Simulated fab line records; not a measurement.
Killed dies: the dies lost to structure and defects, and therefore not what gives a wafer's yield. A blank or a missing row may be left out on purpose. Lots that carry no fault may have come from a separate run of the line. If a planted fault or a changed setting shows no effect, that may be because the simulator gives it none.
fab line records + flow gf180mcu
record:
- lots: 15
- wafers: 45
- last-day: 34
route steps=602 shown M2@376 V2@383
lots untouched by any fault: they come from a run of this same line in which no faults occurred
start-h: start of the lot's first displayed wafer, in hours after the record's first day + wait-h: how many hours have passed since the lot's step before this one + " identical to the entry in the row above + L1.1+2: several wafers, shown together as one row + - value missing, or start not given + * or withheld: withheld + < > ~ a bound
route shown NAME@n: NAME is a module with steps in the file, n the number in the route of the first one + usual: the fault-free wafers' mean and standard deviation + same: alike in all rows + chamber/n: place in a boat + sites: per-site readings + _std_site: the standard deviation of these + _edge_site: inner sites' mean taken away from outer sites' mean + radius-mm: how far each site lies from the wafer's centre + mask NAME#n: copy n + behind: tool/chamber where the wafer was last shaped + hold: cause of the lot's hold/its duration in hours/its outcome + device: which transistor (n, p or np) failed to switch + end of line: tests of these same wafers at the route's end + a step given without rows: its recipe and nothing more + killed: the dies lost at the first sort to structure and to defects; this is not the yield of the wafer + map: shows each die of a wafer: x if killed, . if not, _ if none is there
set.NAME: setting as actually run; set.NAME@STEP: the setting as run at that earlier step + model.NAME: the simulator's own value behind a step, which no gauge read
route steps across a sampled set of lots; one table per step, one row per wafer
services: when a tool's chamber went out of use (start-h, in hours from the record's first day, below 0 if earlier), for how many hours, and the reason
== steps ==
step: GF_M2_CD_MEAS_14
recipe:
- target-cd-nm: 280
usual:
- cd-nm: 280.2/1.3
| lot.wafer | tool      | chamber | start-h | wait-h | cd-nm |
|-----------|-----------|---------|---------|--------|-------|
| L949.1    | cd-sem-01 | -       | 450.70  | 0.1    | 280.7 |
| L949.4    | "         | -       | "       | "      | 280.1 |
| L949.5    | "         | -       | "       | "      | 280.2 |
| L950.2    | cd-sem-02 | -       | 462.92  | 0.1    | 281.1 |
| L950.3    | "         | -       | "       | "      | 280.8 |
| L950.6    | "         | -       | "       | "      | 280.7 |
| L951.1    | cd-sem-02 | -       | 468.29  | 0.1    | 279.3 |
| L951.5    | "         | -       | "       | "      | 277.6 |
| L951.6    | "         | -       | "       | "      | 278.5 |
| L952.1    | cd-sem-01 | -       | 472.53  | 0.1    | 277.3 |
| L952.3    | "         | -       | "       | "      | 277.8 |
| L952.6    | "         | -       | "       | "      | 277.9 |
| L954.2    | cd-sem-01 | -       | 478.35  | 0.1    | 279.5 |
| L954.4    | "         | -       | "       | "      | 279.5 |
| L954.5    | "         | -       | "       | "      | 280.2 |
| L955.3    | cd-sem-02 | -       | 494.37  | 0.1    | 279.9 |
| L955.5    | "         | -       | "       | "      | 280.2 |
| L955.6    | "         | -       | "       | "      | 280.4 |
| L958.2    | cd-sem-02 | -       | 513.85  | 0.1    | 279.9 |
| L958.3    | "         | -       | "       | "      | 279.6 |
| L958.5    | "         | -       | "       | "      | 281.1 |
| L960.1    | cd-sem-02 | -       | 540.65  | 0.1    | 282.0 |
| L960.3    | "         | -       | "       | "      | 282.9 |
| L960.6    | "         | -       | "       | "      | 282.1 |
| L961.3    | cd-sem-01 | -       | 547.61  | 0.1    | 280.7 |
| L961.4    | "         | -       | "       | "      | 280.0 |
| L961.5    | "         | -       | "       | "      | 281.0 |
| L962.1    | cd-sem-02 | -       | 553.63  | 0.1    | 280.1 |
| L962.4    | "         | -       | "       | "      | 281.3 |
| L962.5    | "         | -       | "       | "      | 279.8 |
| L966.2    | cd-sem-01 | -       | 586.87  | 0.1    | 282.0 |
| L966.3    | "         | -       | "       | "      | 281.7 |
| L966.5    | "         | -       | "       | "      | 281.1 |
| L969.1    | cd-sem-02 | -       | 605.94  | 0.1    | 281.5 |
| L969.5    | "         | -       | "       | "      | 283.2 |
| L969.6    | "         | -       | "       | "      | 281.5 |
| L970.1    | cd-sem-02 | -       | 614.73  | 0.1    | 278.8 |
| L970.5    | "         | -       | "       | "      | 280.2 |
| L970.6    | "         | -       | "       | "      | 279.0 |
| L971.2    | cd-sem-01 | -       | 619.66  | 0.1    | 280.8 |
| L971.3    | "         | -       | "       | "      | 279.6 |
| L971.4    | "         | -       | "       | "      | 279.9 |
| L972.1    | cd-sem-01 | -       | 625.78  | 0.1    | 279.2 |
| L972.4    | "         | -       | "       | "      | 278.6 |
| L972.5    | "         | -       | "       | "      | 277.8 |
step: GF_V2_THK_MEAS_01
recipe:
- reads: SiO2_of_V2_CVD_00
usual:
- V2_CVD_00_THK: 599/5
| lot.wafer | tool          | chamber | start-h | wait-h | V2_CVD_00_THK[nm] |
|-----------|---------------|---------|---------|--------|-------------------|
| L949.1    | film-metro-04 | -       | 451.57  | 0.0    | 600               |
| L949.4    | "             | -       | "       | "      | 603               |
| L949.5    | "             | -       | "       | "      | 600               |
| L950.2    | film-metro-02 | -       | 463.90  | 0.0    | 592               |
| L950.3    | "             | -       | "       | "      | 592               |
| L950.6    | "             | -       | "       | "      | 598               |
| L951.1    | film-metro-04 | -       | 469.17  | 0.0    | 604               |
| L951.5    | "             | -       | "       | "      | 604               |
| L951.6    | "             | -       | "       | "      | 607               |
| L952.1    | film-metro-04 | -       | 473.41  | 0.0    | 606               |
| L952.3    | "             | -       | "       | "      | 596               |
| L952.6    | "             | -       | "       | "      | 593               |
| L954.2    | film-metro-03 | -       | 479.22  | 0.0    | 605               |
| L954.4    | "             | -       | "       | "      | 602               |
| L954.5    | "             | -       | "       | "      | 597               |
| L955.3    | film-metro-03 | -       | 495.34  | 0.1    | 608               |
| L955.5    | "             | -       | "       | "      | 598               |
| L955.6    | "             | -       | "       | "      | 599               |
| L958.2    | film-metro-04 | -       | 514.72  | 0.0    | 593               |
| L958.3    | "             | -       | "       | "      | 590               |
| L958.5    | "             | -       | "       | "      | 595               |
| L960.1    | film-metro-03 | -       | 541.52  | 0.0    | 602               |
| L960.3    | "             | -       | "       | "      | 594               |
| L960.6    | "             | -       | "       | "      | 597               |
| L961.3    | film-metro-04 | -       | 548.46  | 0.1    | 604               |
| L961.4    | "             | -       | "       | "      | 599               |
| L961.5    | "             | -       | "       | "      | 602               |
| L962.1    | film-metro-04 | -       | 554.51  | 0.0    | 602               |
| L962.4    | "             | -       | "       | "      | 601               |
| L962.5    | "             | -       | "       | "      | 599               |
| L966.2    | film-metro-02 | -       | 587.73  | 0.0    | 606               |
| L966.3    | "             | -       | "       | "      | 604               |
| L966.5    | "             | -       | "       | "      | 606               |
| L969.1    | film-metro-04 | -       | 606.82  | 0.0    | 595               |
| L969.5    | "             | -       | "       | "      | 605               |
| L969.6    | "             | -       | "       | "      | 593               |
| L970.1    | film-metro-03 | -       | 615.64  | 0.0    | 598               |
| L970.5    | "             | -       | "       | "      | 606               |
| L970.6    | "             | -       | "       | "      | 599               |
| L971.2    | film-metro-02 | -       | 620.56  | 0.0    | 597               |
| L971.3    | "             | -       | "       | "      | 603               |
| L971.4    | "             | -       | "       | "      | 598               |
| L972.1    | film-metro-03 | -       | 626.78  | 0.0    | 601               |
| L972.4    | "             | -       | "       | "      | 597               |
| L972.5    | "             | -       | "       | "      | 596               |
step: GF_V2_OVL_MEAS_15
usual:
- V2_OVL: 3/5.3
| lot.wafer | tool       | chamber | start-h | wait-h | V2_OVL[nm] |
|-----------|------------|---------|---------|--------|------------|
| L949.1    | overlay-01 | -       | 476.56  | 0.1    | 2          |
| L949.4    | "          | -       | "       | "      | 3          |
| L949.5    | "          | -       | "       | "      | 11         |
| L950.2    | overlay-01 | -       | 488.93  | 0.1    | 0          |
| L950.3    | "          | -       | "       | "      | 3          |
| L950.6    | "          | -       | "       | "      | 3          |
| L951.1    | overlay-01 | -       | 493.87  | 0.1    | 7          |
| L951.5    | "          | -       | "       | "      | 4          |
| L951.6    | "          | -       | "       | "      | 9          |
| L952.1    | overlay-01 | -       | 498.07  | 0.1    | -1         |
| L952.3    | "          | -       | "       | "      | 0          |
| L952.6    | "          | -       | "       | "      | 9          |
| L954.2    | overlay-02 | -       | 504.53  | 0.1    | 3          |
| L954.4    | "          | -       | "       | "      | 5          |
| L954.5    | "          | -       | "       | "      | -3         |
| L955.3    | overlay-01 | -       | 519.48  | 0.1    | 7          |
| L955.5    | "          | -       | "       | "      | 12         |
| L955.6    | "          | -       | "       | "      | 0          |
| L958.2    | overlay-02 | -       | 538.42  | 0.1    | 8          |
| L958.3    | "          | -       | "       | "      | -9         |
| L958.5    | "          | -       | "       | "      | -3         |
| L960.1    | overlay-01 | -       | 564.52  | 0.1    | -15        |
| L960.3    | "          | -       | "       | "      | -12        |
| L960.6    | "          | -       | "       | "      | -4         |
| L961.3    | overlay-02 | -       | 570.88  | 0.1    | 9          |
| L961.4    | "          | -       | "       | "      | 0          |
| L961.5    | "          | -       | "       | "      | 5          |
| L962.1    | overlay-01 | -       | 577.07  | 0.1    | 4          |
| L962.4    | "          | -       | "       | "      | 7          |
| L962.5    | "          | -       | "       | "      | 7          |
| L966.2    | overlay-01 | -       | 609.22  | 0.1    | 0          |
| L966.3    | "          | -       | "       | "      | 1          |
| L966.5    | "          | -       | "       | "      | -1         |
| L969.1    | overlay-02 | -       | 627.76  | 0.1    | 9          |
| L969.5    | "          | -       | "       | "      | 5          |
| L969.6    | "          | -       | "       | "      | -2         |
| L970.1    | overlay-02 | -       | 639.58  | 0.1    | 5          |
| L970.5    | "          | -       | "       | "      | 5          |
| L970.6    | "          | -       | "       | "      | 5          |
| L971.2    | overlay-01 | -       | 640.78  | 0.1    | 8          |
| L971.3    | "          | -       | "       | "      | 10         |
| L971.4    | "          | -       | "       | "      | 4          |
| L972.1    | overlay-02 | -       | 646.55  | 0.1    | 9          |
| L972.4    | "          | -       | "       | "      | 3          |
| L972.5    | "          | -       | "       | "      | 10         |
step: GF_V2_STRIP_19
recipe:
- chemistry: post-etch-residue-remover
- time-s: 1200
- temp-c: 72.5
usual:
- bath-guard-temp-C: 72.9/0.63
- bath-heat-duty-pct: 15.0/1.4
- time-s: 1200/0
| lot.wafer | tool         | chamber | start-h | wait-h | bath-guard-temp-C | bath-heat-duty-pct | time-s |
|-----------|--------------|---------|---------|--------|-------------------|--------------------|--------|
| L949.1    | wet-bench-02 | 3       | 476.83  | 0.1    | 73.1              | 14.9               | 1200   |
| L949.4    | "            | 3       | "       | "      | 73.1              | 14.9               | 1200   |
| L949.5    | "            | 3       | "       | "      | 73.2              | 14.1               | 1200   |
| L950.2    | wet-bench-02 | 0       | 489.18  | 0.1    | 72.6              | 14.2               | 1200   |
| L950.3    | "            | 0       | "       | "      | 73.0              | 14.6               | 1200   |
| L950.6    | "            | 0       | "       | "      | 72.9              | 14.0               | 1200   |
| L951.1    | wet-bench-02 | 3       | 494.13  | 0.1    | 73.0              | 16.0               | 1200   |
| L951.5    | "            | 3       | "       | "      | 73.3              | 15.6               | 1200   |
| L951.6    | "            | 3       | "       | "      | 73.3              | 15.6               | 1200   |
| L952.1    | wet-bench-04 | 2       | 498.33  | 0.1    | 71.7              | 15.9               | 1200   |
| L952.3    | "            | 2       | "       | "      | 71.6              | 16.9               | 1200   |
| L952.6    | "            | 2       | "       | "      | 72.1              | 17.1               | 1200   |
| L954.2    | wet-bench-01 | 3       | 504.78  | 0.1    | 72.9              | 15.9               | 1200   |
| L954.4    | "            | 3       | "       | "      | 72.9              | 14.5               | 1200   |
| L954.5    | "            | 3       | "       | "      | 73.0              | 15.1               | 1200   |
| L955.3    | wet-bench-02 | 1       | 519.73  | 0.0    | 74.0              | 15.1               | 1200   |
| L955.5    | "            | 1       | "       | "      | 73.7              | 15.9               | 1200   |
| L955.6    | "            | 1       | "       | "      | 73.9              | 15.9               | 1200   |
| L958.2    | wet-bench-01 | 0       | 538.68  | 0.1    | 72.6              | 12.2               | 1200   |
| L958.3    | "            | 0       | "       | "      | 72.6              | 13.6               | 1200   |
| L958.5    | "            | 0       | "       | "      | 72.4              | 13.4               | 1200   |
| L960.1    | wet-bench-02 | 3       | 564.78  | 0.1    | -                 | -                  | -      |
| L960.3    | "            | 3       | "       | "      | -                 | -                  | -      |
| L960.6    | "            | 3       | "       | "      | -                 | -                  | -      |
| L961.3    | wet-bench-01 | 3       | 571.13  | 0.0    | -                 | -                  | -      |
| L961.4    | "            | 3       | "       | "      | -                 | -                  | -      |
| L961.5    | "            | 3       | "       | "      | -                 | -                  | -      |
| L962.1    | wet-bench-04 | 0       | 577.33  | 0.1    | -                 | -                  | -      |
| L962.4    | "            | 0       | "       | "      | -                 | -                  | -      |
| L962.5    | "            | 0       | "       | "      | -                 | -                  | -      |
| L966.2    | wet-bench-04 | 3       | 609.48  | 0.1    | 71.9              | 11.7               | 1200   |
| L966.3    | "            | 3       | "       | "      | 72.1              | 12.0               | 1200   |
| L966.5    | "            | 3       | "       | "      | 71.8              | 12.0               | 1200   |
| L969.1    | wet-bench-01 | 0       | 628.03  | 0.1    | 72.4              | 13.8               | 1200   |
| L969.5    | "            | 0       | "       | "      | 72.4              | 12.5               | 1200   |
| L969.6    | "            | 0       | "       | "      | 72.4              | 13.4               | 1200   |
| L970.1    | wet-bench-02 | 0       | 639.84  | 0.1    | 73.1              | 15.4               | 1200   |
| L970.5    | "            | 0       | "       | "      | 72.7              | 16.1               | 1200   |
| L970.6    | "            | 0       | "       | "      | 72.9              | 14.8               | 1200   |
| L971.2    | wet-bench-02 | 0       | 641.04  | 0.1    | 73.0              | 14.7               | 1200   |
| L971.3    | "            | 0       | "       | "      | 72.6              | 15.8               | 1200   |
| L971.4    | "            | 0       | "       | "      | 72.7              | 14.1               | 1200   |
| L972.1    | wet-bench-02 | 1       | 646.81  | 0.1    | 73.7              | 15.8               | 1200   |
| L972.4    | "            | 1       | "       | "      | 73.7              | 14.9               | 1200   |
| L972.5    | "            | 1       | "       | "      | 73.7              | 15.4               | 1200   |
== services ==
| tool         | chamber | start-h | hours | kind   |
|--------------|---------|---------|-------|--------|
| wet-bench-01 | -       | 482.15  | 9.1   | repair |
| wet-bench-01 | -       | 508.31  | 5.9   | repair |
== key ==
first-sign:
- step: GF_V2_STRIP_19
- reading: tool-record
- direction: missing
effect none on later readings
met-at GF_V2_STRIP_19
struck-lots L960,L961,L962
sort-left-out L960.1,L960.3,L960.6,L961.3,L961.4,L961.5,L962.1,L962.4,L962.5
not-acting-at GF_M2_CD_MEAS_14,GF_V2_THK_MEAS_01,GF_V2_OVL_MEAS_15
onset-between 538.68 564.78
fault:
- kind: skipped-step-whole
- tool: wet-bench-01,wet-bench-02,wet-bench-04
- chamber: -
- onset-h: 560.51
- steps: GF_V2_STRIP_19
- scope: struck-lots-only
sort-left-out: the simulated sort isn't trusted on such a fault, so these wafers' sort isn't shown, and their yield isn't known
